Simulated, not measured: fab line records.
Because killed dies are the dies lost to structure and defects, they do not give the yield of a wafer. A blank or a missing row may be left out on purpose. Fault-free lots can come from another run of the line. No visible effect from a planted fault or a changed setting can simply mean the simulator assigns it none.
fab line records | flow sky130 | part 1 of 2: steps 1 to 29 of 39
record: lots: 5 | wafers: 15 | lastDay: 49
route steps=708 shown METAL2@505 VIA2@507 METAL3@532 CAPM@537
lots with no fault: from the same line, run without faults
startH: hours from the record's opening day to when the first of the lot's shown wafers began | waitH: hours since the lot's step before | " same as the row above | L1.1+2: one row covering several wafers at once | - either no value or no given start | * or withheld: withheld | < > ~ a bound
route shown NAME@n: names a module that has steps shown in the file, with the first one's number in the route | usual: the fault-free wafers' mean and standard deviation | same: alike in all rows | chamber/n: place in a boat | sites: each site's reading | _std_site: the values' standard deviation | _edge_site: mean of outer sites minus mean of inner sites | radiusMm: for every site, how far away it sits from the centre of the wafer | mask NAME#n: copy n | behind: the most recent tool/chamber to have shaped the wafer | hold: why the lot was held/for how many hours/how that ended | device: names the non-switching transistor (n, p or np) | end of line: the same wafers' tests at the end of the route | a step given without rows: its recipe and nothing more | killed: the dies lost at the first sort to structure and to defects; this is not the yield of the wafer | map: a wafer's dies, x killed, . not, _ none there
set.NAME: the run value of the setting; set.NAME@STEP: its run value at that earlier step | model.NAME: the simulator's own value behind a step, which no gauge read
a table for each step, a row for each wafer; lots at some steps of the route
services: when a tool's chamber went out of use (startH, in hours from the record's first day, below 0 if earlier), for how many hours, and the reason
== steps ==
step: SKY_METAL2_CLEAN_22
recipe: chemistry: IPA | timeS: 180 | tempC: 25
lot.wafer  | tool        | chamber | startH | waitH
L074.1+3+6 | wetBench-03 | 2       | 818.93 | 0.0
L075.2+3+5 | wetBench-03 | 1       | 832.84 | 0.0
L076.1+2+6 | wetBench-02 | 0       | 840.09 | 0.0
L089.1+2+4 | wetBench-02 | 1       | 937.68 | 0.0
L091.1+4+5 | wetBench-03 | 2       | 947.33 | 0.0
step: SKY_METAL2_CLEAN_23
recipe: chemistry: O3/DIW | dry: n2Spin
lot.wafer  | tool        | chamber | startH | waitH
L074.1+3+6 | wetBench-04 | 0       | 818.99 | 0.0
L075.2+3+5 | wetBench-04 | 2       | 832.90 | 0.0
L076.1+2+6 | wetBench-04 | 3       | 840.15 | 0.0
L089.1+2+4 | wetBench-04 | 2       | 937.74 | 0.0
L091.1+4+5 | wetBench-04 | 2       | 947.39 | 0.0
step: SKY_VIA2_HDPCVD_00
recipe: material: SiO2 | targetThkNm: 1180 | sigmaOpenFrac: 0.3 | timeS: 196.7 | tempC: 400 | sih4FlowSccm: 60 | pressureMtorr: 6
lot.wafer  | tool      | chamber | startH | waitH
L074.1+3+6 | hdpcvd-01 | 0,1,1   | 819.08 | 0.0
L075.2+3+5 | hdpcvd-01 | 1,2,2   | 833.01 | 0.0
L076.1+2+6 | hdpcvd-01 | 1,2,1   | 840.25 | 0.0
L089.1+2+4 | hdpcvd-02 | 1,2,1   | 937.83 | 0.0
L091.1+4+5 | hdpcvd-02 | 1,0,2   | 947.48 | 0.0
step: SKY_VIA2_THK_MEAS_01
recipe: reads: SiO2_of_VIA2_HDPCVD_00
usual: VIA2_HDPCVD_THK: 1177/10
lot.wafer | tool         | chamber | startH | waitH | VIA2_HDPCVD_THK[nm]
L074.1    | filmMetro-01 | -       | 819.21 | 0.1   | 1189
L074.3    | "            | -       | "      | "     | 1176
L074.6    | "            | -       | "      | "     | 1177
L075.2    | filmMetro-01 | -       | 833.14 | 0.1   | 1171
L075.3    | "            | -       | "      | "     | 1187
L075.5    | "            | -       | "      | "     | 1165
L076.1    | filmMetro-04 | -       | 840.38 | 0.1   | 1171
L076.2    | "            | -       | "      | "     | 1166
L076.6    | "            | -       | "      | "     | 1162
L089.1    | filmMetro-02 | -       | 937.96 | 0.1   | 1175
L089.2    | "            | -       | "      | "     | 1182
L089.4    | "            | -       | "      | "     | 1185
L091.1    | filmMetro-01 | -       | 947.61 | 0.1   | 1185
L091.4    | "            | -       | "      | "     | 1191
L091.5    | "            | -       | "      | "     | 1184
step: SKY_VIA2_CMP_02
recipe: material: SiO2 | downForcePsi: 4 | platenRpm: 60 | padVelocityMS: 0.94248
usual: motorCurrentA: 11.3/1.2
lot.wafer | tool   | chamber | startH | waitH | motorCurrentA
L074.3    | cmp-02 | 0       | 819.37 | 0.1   | 13.0
L074.1    | "      | 1       | "      | "     | 14.0
L074.6    | "      | 2       | "      | "     | 9.9
L075.3    | cmp-02 | 1       | 833.19 | 0.0   | 13.3
L075.2    | "      | 0       | "      | "     | 13.3
L075.5    | "      | 2       | "      | "     | 10.5
L076.1    | cmp-02 | 2       | 840.54 | 0.1   | 10.3
L076.2    | "      | 3       | "      | "     | 10.2
L076.6    | "      | 0       | "      | "     | 13.2
L089.2    | cmp-02 | 2       | 938.02 | 0.0   | 10.7
L089.4    | "      | 3       | "      | "     | 9.6
L089.1    | "      | 0       | "      | "     | 13.7
L091.1    | cmp-01 | 3       | 947.77 | 0.1   | 11.0
L091.4    | "      | 0       | "      | "     | 12.0
L091.5    | "      | 1       | "      | "     | 11.8
step: SKY_VIA2_BOW_MEAS_03
recipe: mode: bow
usual: VIA2_BOW: 85/6.7
lot.wafer | tool         | chamber | startH | waitH | VIA2_BOW[um]
L074.1    | filmMetro-01 | -       | 819.57 | 0.1   | 84
L074.3    | "            | -       | "      | "     | 86
L074.6    | "            | -       | "      | "     | 84
L075.2    | filmMetro-04 | -       | 833.51 | 0.1   | 93
L075.3    | "            | -       | "      | "     | 90
L075.5    | "            | -       | "      | "     | 84
L076.1    | filmMetro-01 | -       | 840.74 | 0.1   | 92
L076.2    | "            | -       | "      | "     | 92
L076.6    | "            | -       | "      | "     | 85
L089.1    | filmMetro-02 | -       | 938.32 | 0.1   | 82
L089.2    | "            | -       | "      | "     | 79
L089.4    | "            | -       | "      | "     | 78
L091.1    | filmMetro-01 | -       | 947.97 | 0.1   | 84
L091.4    | "            | -       | "      | "     | 85
L091.5    | "            | -       | "      | "     | 97
step: SKY_VIA2_DEHYDRATE_04
recipe: tempC: 200 | timeS: 60
lot.wafer  | tool          | chamber | startH | waitH
L074.1+3+6 | lithoTrack-01 | 0       | 832.06 | 12.5
L075.2+3+5 | lithoTrack-01 | 0       | 846.13 | 12.6
L076.1+2+6 | lithoTrack-03 | 0       | 852.55 | 11.8
L089.1+2+4 | lithoTrack-01 | 0       | 950.21 | 11.9
L091.1+4+5 | lithoTrack-03 | 0       | 959.80 | 11.8
step: SKY_VIA2_HMDS_05
recipe: primeTimeS: 60 | primeTempC: 120
lot.wafer  | tool          | chamber | startH | waitH
L074.1+3+6 | lithoTrack-01 | 0       | 832.21 | 0.1
L075.2+3+5 | lithoTrack-01 | 0       | 846.28 | 0.1
L076.1+2+6 | lithoTrack-03 | 0       | 852.70 | 0.1
L089.1+2+4 | lithoTrack-01 | 0       | 950.36 | 0.1
L091.1+4+5 | lithoTrack-03 | 0       | 959.95 | 0.1
step: SKY_VIA2_COAT_06
recipe: resist: BARC | tempC: withheld | timeS: withheld | spinRpm: 3000 | resistThkNm: 60
usual: dispensePressureKPa: 49/4.7 | spinSpeedRpm: 3000.3/2
lot.wafer | tool          | chamber | startH | waitH | dispensePressureKPa | spinSpeedRpm
L074.1    | lithoTrack-01 | 0       | 832.36 | 0.1   | 46                  | 3002.4
L074.3    | "             | 0       | "      | "     | 46                  | 3003.0
L074.6    | "             | 0       | "      | "     | 46                  | 2999.2
L075.2    | lithoTrack-01 | 0       | 846.43 | 0.1   | 46                  | 3000.1
L075.3    | "             | 0       | "      | "     | 46                  | 2998.8
L075.5    | "             | 0       | "      | "     | 46                  | 3000.6
L076.1    | lithoTrack-03 | 0       | 852.85 | 0.1   | 44                  | 3002.1
L076.2    | "             | 0       | "      | "     | 44                  | 3002.2
L076.6    | "             | 0       | "      | "     | 44                  | 2998.1
L089.1    | lithoTrack-01 | 0       | 950.51 | 0.1   | 46                  | 3002.6
L089.2    | "             | 0       | "      | "     | 46                  | 3000.8
L089.4    | "             | 0       | "      | "     | 46                  | 2998.7
L091.1    | lithoTrack-03 | 0       | 960.10 | 0.1   | 44                  | 3002.2
L091.4    | "             | 0       | "      | "     | 44                  | 3001.5
L091.5    | "             | 0       | "      | "     | 44                  | 3001.8
step: SKY_VIA2_COAT_07
recipe: resist: KrF-thick | spinRpm: 3000 | resistThkNm: 450
usual: dispensePressureKPa: 49/4.7 | spinSpeedRpm: 3000.2/1.9
lot.wafer | tool          | chamber | startH | waitH | dispensePressureKPa | spinSpeedRpm
L074.1    | lithoTrack-01 | 0       | -      | -     | 46                  | 3000.7
L074.3    | "             | 0       | "      | "     | 46                  | 3000.4
L074.6    | "             | 0       | "      | "     | 46                  | 3001.6
L075.2    | lithoTrack-01 | 0       | -      | -     | 46                  | 3003.2
L075.3    | "             | 0       | "      | "     | 46                  | 3001.6
L075.5    | "             | 0       | "      | "     | 46                  | 3000.5
L076.1    | lithoTrack-03 | 0       | -      | -     | 44                  | 2998.7
L076.2    | "             | 0       | "      | "     | 44                  | 3002.5
L076.6    | "             | 0       | "      | "     | 44                  | 3005.0
L089.1    | lithoTrack-01 | 0       | -      | -     | 46                  | 2999.6
L089.2    | "             | 0       | "      | "     | 46                  | 3000.5
L089.4    | "             | 0       | "      | "     | 46                  | 3002.0
L091.1    | lithoTrack-03 | 0       | -      | -     | 44                  | 2999.0
L091.4    | "             | 0       | "      | "     | 44                  | 3001.6
L091.5    | "             | 0       | "      | "     | 44                  | 3000.2
step: SKY_VIA2_SOFTBAKE_08
recipe: tempC: 100 | timeS: 90 | resist: KrF-thick
lot.wafer  | tool          | chamber | startH | waitH
L074.1+3+6 | lithoTrack-01 | 0       | -      | -
L075.2+3+5 | lithoTrack-01 | 0       | -      | -
L076.1+2+6 | lithoTrack-03 | 0       | -      | -
L089.1+2+4 | lithoTrack-01 | 0       | -      | -
L091.1+4+5 | lithoTrack-03 | 0       | -      | -
step: SKY_VIA2_EXPOSE_09
recipe: maskId: VIM2 | na: 0.8 | sourceShape: annular | sigmaInner: 0.55 | sigmaOuter: 0.85 | targetCdNm: 200 | doseMj: 38
lot.wafer  | tool          | chamber | startH | waitH | mask
L074.1+3+6 | krfScanner-02 | 0       | -      | -     | VIM2#0
L075.2+3+5 | krfScanner-02 | 0       | -      | -     | VIM2#0
L076.1+2+6 | krfScanner-01 | 0       | -      | -     | VIM2#0
L089.1+2+4 | krfScanner-01 | 0       | -      | -     | VIM2#0
L091.1+4+5 | krfScanner-01 | 0       | -      | -     | VIM2#0
step: SKY_VIA2_PEB_10
recipe: pebTempC: withheld | pebTimeS: withheld | resist: KrF-thick
lot.wafer  | tool          | chamber | startH | waitH
L074.1+3+6 | lithoTrack-01 | 0       | -      | -
L075.2+3+5 | lithoTrack-04 | 0       | -      | -
L076.1+2+6 | lithoTrack-01 | 0       | -      | -
L089.1+2+4 | lithoTrack-04 | 0       | -      | -
L091.1+4+5 | lithoTrack-03 | 0       | -      | -
step: SKY_VIA2_DEVELOP_11
recipe: developTimeS: 60 | resist: KrF-thick | devTempC: 21
lot.wafer  | tool          | chamber | startH | waitH
L074.1+3+6 | lithoTrack-01 | 0       | -      | -
L075.2+3+5 | lithoTrack-04 | 0       | -      | -
L076.1+2+6 | lithoTrack-01 | 0       | -      | -
L089.1+2+4 | lithoTrack-04 | 0       | -      | -
L091.1+4+5 | lithoTrack-03 | 0       | -      | -
step: SKY_VIA2_CD_MEAS_12
recipe: targetCdNm: 200
usual: cdNm: 200.1/1.4
lot.wafer | tool     | chamber | startH | waitH | cdNm
L074.1    | cdSem-01 | -       | 845.51 | -     | 198.6
L074.3    | "        | -       | "      | "     | 198.2
L074.6    | "        | -       | "      | "     | 197.5
L075.2    | cdSem-02 | -       | 859.93 | -     | 201.5
L075.3    | "        | -       | "      | "     | 201.9
L075.5    | "        | -       | "      | "     | 201.8
L076.1    | cdSem-01 | -       | 866.46 | -     | 200.5
L076.2    | "        | -       | "      | "     | 201.2
L076.6    | "        | -       | "      | "     | 202.4
L089.1    | cdSem-01 | -       | 963.06 | -     | 200.1
L089.2    | "        | -       | "      | "     | 199.9
L089.4    | "        | -       | "      | "     | 200.5
L091.1    | cdSem-01 | -       | 973.00 | -     | 198.7
L091.4    | "        | -       | "      | "     | 199.1
L091.5    | "        | -       | "      | "     | 199.7
step: SKY_VIA2_OVL_MEAS_13
usual: VIA2_OVL: -2/4.9
lot.wafer | tool       | chamber | startH | waitH | VIA2_OVL[nm]
L074.1    | overlay-01 | -       | 845.63 | 0.1   | -5
L074.3    | "          | -       | "      | "     | -12
L074.6    | "          | -       | "      | "     | -2
L075.2    | overlay-02 | -       | 860.04 | 0.1   | -17
L075.3    | "          | -       | "      | "     | 0
L075.5    | "          | -       | "      | "     | -6
L076.1    | overlay-01 | -       | 866.58 | 0.1   | 2
L076.2    | "          | -       | "      | "     | -2
L076.6    | "          | -       | "      | "     | -7
L089.1    | overlay-01 | -       | 963.18 | 0.1   | -4
L089.2    | "          | -       | "      | "     | 3
L089.4    | "          | -       | "      | "     | 8
L091.1    | overlay-02 | -       | 973.12 | 0.1   | 8
L091.4    | "          | -       | "      | "     | -1
L091.5    | "          | -       | "      | "     | 5
step: SKY_VIA2_ETCH_14
recipe: chemistry: N2/H2 | target: BARC | ionEnergyEv: 200 | sourceW: 500 | biasW: 100 | pressureMtorr: 30 | n2FlowSccm: 100 | h2FlowSccm: 200 | stopOn: SiO2 | timeS: 45.9 | targetDepthA: 600
usual: drypumpMotorCurrentA: 5.9/0.48 | oesProductAu: 0.855/0.0051 | throttleValvePct: 13.225/0.0099
lot.wafer | tool       | chamber | startH | waitH | drypumpMotorCurrentA | oesProductAu | rfHoursCounterH | throttleValvePct
L074.1    | rieDiel-01 | 1       | 845.66 | 0.0   | 5.5                  | 0.849        | 1               | 13.235
L074.3    | "          | 2       | "      | "     | 6.2                  | 0.862        | 4               | 13.225
L074.6    | "          | 0       | "      | "     | 5.7                  | 0.857        | -               | 13.218
L075.2    | rieDiel-01 | 2       | 860.07 | 0.0   | 6.2                  | 0.851        | 5               | 13.214
L075.3    | "          | 1       | "      | "     | 5.5                  | 0.862        | 1               | 13.207
L075.5    | "          | 0       | "      | "     | 5.8                  | 0.851        | -               | 13.231
L076.1    | rieDiel-01 | 1       | 866.61 | 0.0   | 5.6                  | 0.849        | 1               | 13.229
L076.2    | "          | 0       | "      | "     | 5.8                  | 0.854        | 12              | 13.225
L076.6    | "          | 0       | "      | "     | 5.8                  | 0.855        | -               | 13.227
L089.1    | rieDiel-03 | 1       | 963.22 | 0.0   | 5.0                  | 0.853        | 27              | 13.209
L089.2    | "          | 0       | "      | "     | 5.9                  | 0.853        | 20              | 13.214
L089.4    | "          | 3       | "      | "     | 6.2                  | 0.852        | 5               | 13.237
L091.1    | rieDiel-03 | 3       | 973.16 | 0.0   | 6.2                  | 0.857        | 5               | 13.217
L091.4    | "          | 1       | "      | "     | 5.0                  | 0.861        | 27              | 13.243
L091.5    | "          | 3       | "      | "     | 6.2                  | 0.847        | -               | 13.213
step: SKY_VIA2_ETCH_15
recipe: target: SiO2 | chemistry: C4F8/O2/Ar | targetDepthNm: 546 | stopOn: TiN | maskMaterial: KrF-thick | sourceW: 1500 | biasW: 1200 | pressureMtorr: 40 | c4f8FlowSccm: withheld | O2_flow_sccm: 6 | Ar_flow_sccm: 300 | timeS: 84
usual: oesProductAu: 0.939/0.0052
lot.wafer | tool       | chamber | startH | waitH | oesProductAu | rfHoursCounterH
L074.1    | rieDiel-01 | 1       | 845.70 | 0.0   | 0.936        | 1
L074.3    | "          | 2       | "      | "     | 0.938        | 4
L074.6    | "          | 0       | "      | "     | 0.936        | -
L075.2    | rieDiel-01 | 2       | 860.11 | 0.0   | 0.945        | 5
L075.3    | "          | 1       | "      | "     | 0.933        | 1
L075.5    | "          | 0       | "      | "     | 0.938        | -
L076.1    | rieDiel-01 | 1       | 866.66 | 0.0   | 0.938        | 1
L076.2    | "          | 0       | "      | "     | 0.940        | 12
L076.6    | "          | 0       | "      | "     | 0.938        | -
L089.1    | rieDiel-03 | 1       | 963.26 | 0.0   | 0.934        | 27
L089.2    | "          | 0       | "      | "     | 0.950        | 20
L089.4    | "          | 3       | "      | "     | 0.945        | 5
L091.1    | rieDiel-03 | 3       | 973.20 | 0.0   | 0.934        | 6
L091.4    | "          | 1       | "      | "     | 0.940        | 27
L091.5    | "          | 3       | "      | "     | 0.942        | -
step: SKY_VIA2_STRIP_16
recipe: chemistry: O2/N2 | powerW: 1400 | pressureMtorr: 1500 | platenTempC: withheld | o2FlowSccm: 3000 | n2FlowSccm: 300 | overashFraction: 0.5
usual: drypumpMotorCurrentA: 5.8/0.39 | oesProductAu: 0.399/0.0046 | stripTimeToEndpointS: 4.058/0.025
lot.wafer | tool           | chamber | startH | waitH | drypumpMotorCurrentA | oesProductAu | rfHoursCounterH | stripTimeToEndpointS
L074.1    | plasmaAsher-03 | 0       | 845.77 | 0.0   | 5.2                  | 0.401        | 10              | 4.022
L074.3    | "              | 1       | "      | "     | 6.0                  | 0.395        | -               | 4.051
L074.6    | "              | 0       | "      | "     | 5.1                  | 0.396        | -               | 4.030
L075.2    | plasmaAsher-01 | 0       | 860.17 | 0.0   | 6.4                  | 0.400        | 103             | 4.051
L075.3    | "              | 0       | "      | "     | 6.4                  | 0.390        | -               | 4.051
L075.5    | "              | 1       | "      | "     | 5.5                  | 0.398        | -               | 4.019
L076.1    | plasmaAsher-01 | 1       | 866.72 | 0.0   | 5.6                  | 0.398        | 104             | 4.073
L076.2    | "              | 0       | "      | "     | 6.3                  | 0.392        | 104             | 4.042
L076.6    | "              | 1       | "      | "     | 5.6                  | 0.391        | -               | 4.037
L089.1    | plasmaAsher-01 | 1       | 963.32 | 0.0   | 5.6                  | 0.401        | 114             | 4.072
L089.2    | "              | 0       | "      | "     | 6.4                  | 0.401        | 114             | 4.089
L089.4    | "              | 1       | "      | "     | 5.6                  | 0.397        | -               | 4.090
L091.1    | plasmaAsher-04 | 1       | 973.26 | 0.0   | 5.9                  | 0.411        | 54              | 4.095
L091.4    | "              | 1       | "      | "     | 5.9                  | 0.409        | -               | 4.059
L091.5    | "              | 1       | "      | "     | 5.9                  | 0.402        | -               | 4.114
step: SKY_VIA2_STRIP_17
recipe: chemistry: postEtchResidueRemover | timeS: 1200 | tempC: 72.5
lot.wafer  | tool        | chamber | startH | waitH
L074.1+3+6 | wetBench-01 | 2       | 845.87 | 0.1
L075.2+3+5 | wetBench-01 | 2       | 860.27 | 0.1
L076.1+2+6 | wetBench-01 | 2       | 866.82 | 0.1
L089.1+2+4 | wetBench-01 | 1       | 963.42 | 0.1
L091.1+4+5 | wetBench-01 | 3       | 973.36 | 0.1
step: SKY_VIA2_CLEAN_18
recipe: chemistry: IPA | timeS: 180 | tempC: 25
lot.wafer  | tool        | chamber | startH | waitH
L074.1+3+6 | wetBench-02 | 0       | 846.27 | 0.0
L075.2+3+5 | wetBench-02 | 2       | 860.61 | 0.0
L076.1+2+6 | wetBench-04 | 1       | 867.16 | 0.0
L089.1+2+4 | wetBench-02 | 2       | 963.76 | 0.0
L091.1+4+5 | wetBench-02 | 0       | 973.71 | 0.0
step: SKY_VIA2_CLEAN_19
recipe: chemistry: O3/DIW | dry: n2Spin
lot.wafer  | tool        | chamber | startH | waitH
L074.1+3+6 | wetBench-04 | 3       | 846.33 | 0.0
L075.2+3+5 | wetBench-04 | 2       | 860.73 | 0.0
L076.1+2+6 | wetBench-01 | 1       | 867.22 | 0.0
L089.1+2+4 | wetBench-04 | 3       | 963.82 | 0.0
L091.1+4+5 | wetBench-01 | 3       | 973.76 | 0.0
step: SKY_VIA2_SPUTTER_20
recipe: material: TiN | targetThkNm: 20 | chamberPressurePa: 5 | powerW: 4000 | timeS: 80
usual: chamberPressurePa: 5.001/0.011 | throttleValvePct: 29.5/1
lot.wafer | tool          | chamber | startH | waitH | chamberPressurePa | throttleValvePct
L074.1    | pvdSputter-04 | -       | 846.42 | 0.0   | 4.988             | 29.8
L074.3    | "             | -       | "      | "     | 4.990             | 29.7
L074.6    | "             | -       | "      | "     | 4.991             | 29.8
L075.2    | pvdSputter-03 | -       | 860.82 | 0.0   | 5.004             | 28.5
L075.3    | "             | -       | "      | "     | 5.000             | 31.8
L075.5    | "             | -       | "      | "     | 4.988             | 29.1
L076.1    | pvdSputter-02 | -       | 867.31 | 0.0   | 5.004             | 28.6
L076.2    | "             | -       | "      | "     | 4.993             | 30.2
L076.6    | "             | -       | "      | "     | 5.006             | 28.7
L089.1    | pvdSputter-03 | -       | 963.91 | 0.0   | 4.989             | 28.5
L089.2    | "             | -       | "      | "     | 5.006             | 31.9
L089.4    | "             | -       | "      | "     | 4.993             | 28.8
L091.1    | pvdSputter-04 | -       | 973.86 | 0.0   | 4.985             | 29.9
L091.4    | "             | -       | "      | "     | 5.004             | 29.8
L091.5    | "             | -       | "      | "     | 5.006             | 29.8
step: SKY_VIA2_CVD_21
recipe: material: W | targetThkNm: 420 | timeS: 126.4 | tempC: 400 | pressureTorr: 40
usual: heaterPowerW: 799/89
lot.wafer | tool    | chamber | startH | waitH | heaterPowerW | sinceWetCleanH
L074.1    | cvdW-01 | 0       | 846.49 | 0.0   | 851          | 943
L074.3    | "       | 0       | "      | "     | 849          | -
L074.6    | "       | 0       | "      | "     | 842          | -
L075.2    | cvdW-01 | 1       | 860.88 | 0.0   | 953          | 957
L075.3    | "       | 0       | "      | "     | 849          | -
L075.5    | "       | 1       | "      | "     | 945          | -
L076.1    | cvdW-02 | 1       | 867.37 | 0.0   | 662          | 463
L076.2    | "       | 0       | "      | "     | 780          | 463
L076.6    | "       | 1       | "      | "     | 666          | -
L089.1    | cvdW-02 | 1       | 963.97 | 0.0   | 676          | 560
L089.2    | "       | 0       | "      | "     | 782          | 560
L089.4    | "       | 0       | "      | "     | 788          | -
L091.1    | cvdW-01 | 0       | 973.92 | 0.0   | 841          | 56
L091.4    | "       | 0       | "      | "     | 841          | -
L091.5    | "       | 0       | "      | "     | 834          | -
step: SKY_VIA2_RS_MEAS_22
recipe: thkMeasGauge: four-point-probe | reads: W_of_VIA2_CVD_21+TiN_of_VIA2_SPUTTER_20
usual: VIA2_W_RS: 0.273/0.003
lot.wafer | tool         | chamber | startH | waitH | VIA2_W_RS[ohm/sq]
L074.1    | filmMetro-01 | -       | 846.62 | 0.1   | 0.270
L074.3    | "            | -       | "      | "     | 0.273
L074.6    | "            | -       | "      | "     | 0.272
L075.2    | filmMetro-02 | -       | 861.03 | 0.1   | 0.263
L075.3    | "            | -       | "      | "     | 0.264
L075.5    | "            | -       | "      | "     | 0.264
L076.1    | filmMetro-01 | -       | 867.50 | 0.1   | 0.276
L076.2    | "            | -       | "      | "     | 0.276
L076.6    | "            | -       | "      | "     | 0.278
L089.1    | filmMetro-04 | -       | 964.10 | 0.1   | 0.272
L089.2    | "            | -       | "      | "     | 0.270
L089.4    | "            | -       | "      | "     | 0.270
L091.1    | filmMetro-02 | -       | 974.05 | 0.1   | 0.271
L091.4    | "            | -       | "      | "     | 0.274
L091.5    | "            | -       | "      | "     | 0.270
step: SKY_VIA2_THK_MEAS_23
recipe: thkMeasGauge: xrf | reads: W_of_VIA2_CVD_21
usual: VIA2_W_THK: 407/6.8
lot.wafer | tool         | chamber | startH | waitH | VIA2_W_THK[nm]
L074.1    | filmMetro-01 | -       | 846.74 | 0.1   | 414
L074.3    | "            | -       | "      | "     | 406
L074.6    | "            | -       | "      | "     | 411
L075.2    | filmMetro-02 | -       | 861.14 | 0.1   | 421
L075.3    | "            | -       | "      | "     | 421
L075.5    | "            | -       | "      | "     | 419
L076.1    | filmMetro-01 | -       | 867.62 | 0.1   | 406
L076.2    | "            | -       | "      | "     | 404
L076.6    | "            | -       | "      | "     | 405
L089.1    | filmMetro-04 | -       | 964.22 | 0.1   | 410
L089.2    | "            | -       | "      | "     | 411
L089.4    | "            | -       | "      | "     | 413
L091.1    | filmMetro-02 | -       | 974.17 | 0.1   | 403
L091.4    | "            | -       | "      | "     | 397
L091.5    | "            | -       | "      | "     | 401
step: SKY_VIA2_CMP_24
recipe: stopOn: SiO2 | tOverpolishS: 20 | downForcePsi: 3.5 | platenRpm: 60 | targetThkNm: 0 | padVelocityMS: 0.94248
usual: motorCurrentA: 10.4/1.2 | overpolishRunS: 20.001/0.0094 | timeToEndpointS: 103/5.3
lot.wafer | tool   | chamber | startH | waitH | motorCurrentA | overpolishRunS | timeToEndpointS
L074.1    | cmp-02 | 1       | 846.80 | 0.1   | 12.2          | 20.013         | 103
L074.3    | "      | 3       | "      | "     | 8.5           | 19.998         | 110
L074.6    | "      | 2       | "      | "     | 9.5           | 19.998         | 101
L075.3    | cmp-01 | 0       | 861.19 | 0.0   | 10.9          | 20.002         | 102
L075.2    | "      | 2       | "      | "     | 9.6           | 19.996         | 108
L075.5    | "      | 1       | "      | "     | 10.4          | 20.001         | 107
L076.2    | cmp-02 | 3       | 867.73 | 0.1   | 8.6           | 20.010         | 108
L076.1    | "      | 1       | "      | "     | 12.1          | 20.002         | 108
L076.6    | "      | 3       | "      | "     | 8.5           | 19.990         | 108
L089.1    | cmp-02 | 0       | 964.28 | 0.1   | 11.7          | 20.004         | 97
L089.2    | "      | 2       | "      | "     | 9.7           | 20.009         | 100
L089.4    | "      | 3       | "      | "     | 9.2           | 20.002         | 108
L091.4    | cmp-01 | 1       | 974.28 | 0.1   | 10.0          | 20.000         | 99
L091.1    | "      | 3       | "      | "     | 9.7           | 19.998         | 98
L091.5    | "      | 0       | "      | "     | 10.2          | 20.005         | 104
step: SKY_METAL3_SPUTTER_00
recipe: material: Ti | targetThkNm: 15 | powerW: 3000 | timeS: 10 | chamberPressurePa: 0.4
usual: chamberPressurePa: 0.4002/0.00078 | throttleValvePct: 29.6/1.1
lot.wafer | tool          | chamber | startH | waitH | chamberPressurePa | throttleValvePct
L074.1    | pvdSputter-03 | -       | 847.10 | 0.2   | 0.4011            | 29.1
L074.3    | "             | -       | "      | "     | 0.4001            | 28.3
L074.6    | "             | -       | "      | "     | 0.3996            | 31.7
L075.2    | pvdSputter-01 | -       | 861.49 | 0.1   | 0.3997            | 30.5
L075.3    | "             | -       | "      | "     | 0.3999            | 28.1
L075.5    | "             | -       | "      | "     | 0.3999            | 30.1
L076.1    | pvdSputter-01 | -       | 867.98 | 0.1   | 0.3997            | 30.2
L076.2    | "             | -       | "      | "     | 0.4014            | 30.5
L076.6    | "             | -       | "      | "     | 0.4011            | 30.5
L089.1    | pvdSputter-02 | -       | 964.58 | 0.2   | 0.4004            | 29.7
L089.2    | "             | -       | "      | "     | 0.4001            | 28.9
L089.4    | "             | -       | "      | "     | 0.4002            | 30.3
L091.1    | pvdSputter-03 | -       | 974.53 | 0.1   | 0.3995            | 29.3
L091.4    | "             | -       | "      | "     | 0.3993            | 29.0
L091.5    | "             | -       | "      | "     | 0.3993            | 28.3
step: SKY_METAL3_SPUTTER_01
recipe: material: TiN | targetThkNm: 20 | powerW: 6500 | timeS: 16.7 | chamberPressurePa: 0.4
usual: chamberPressurePa: 0.4001/0.00084 | throttleValvePct: 29.6/1.1
lot.wafer | tool          | chamber | startH | waitH | chamberPressurePa | throttleValvePct
L074.1    | pvdSputter-03 | -       | 847.12 | 0.0   | 0.3990            | 29.1
L074.3    | "             | -       | "      | "     | 0.3995            | 28.4
L074.6    | "             | -       | "      | "     | 0.4001            | 31.9
L075.2    | pvdSputter-01 | -       | 861.51 | 0.0   | 0.4007            | 30.5
L075.3    | "             | -       | "      | "     | 0.3997            | 28.2
L075.5    | "             | -       | "      | "     | 0.4001            | 30.2
L076.1    | pvdSputter-01 | -       | 868.00 | 0.0   | 0.3999            | 30.2
L076.2    | "             | -       | "      | "     | 0.4006            | 30.4
L076.6    | "             | -       | "      | "     | 0.3996            | 30.3
L089.1    | pvdSputter-02 | -       | 964.61 | 0.0   | 0.3987            | 29.9
L089.2    | "             | -       | "      | "     | 0.4002            | 28.9
L089.4    | "             | -       | "      | "     | 0.4011            | 30.2
L091.1    | pvdSputter-03 | -       | 974.55 | 0.0   | 0.4001            | 29.3
L091.4    | "             | -       | "      | "     | 0.4004            | 28.9
L091.5    | "             | -       | "      | "     | 0.3996            | 28.5
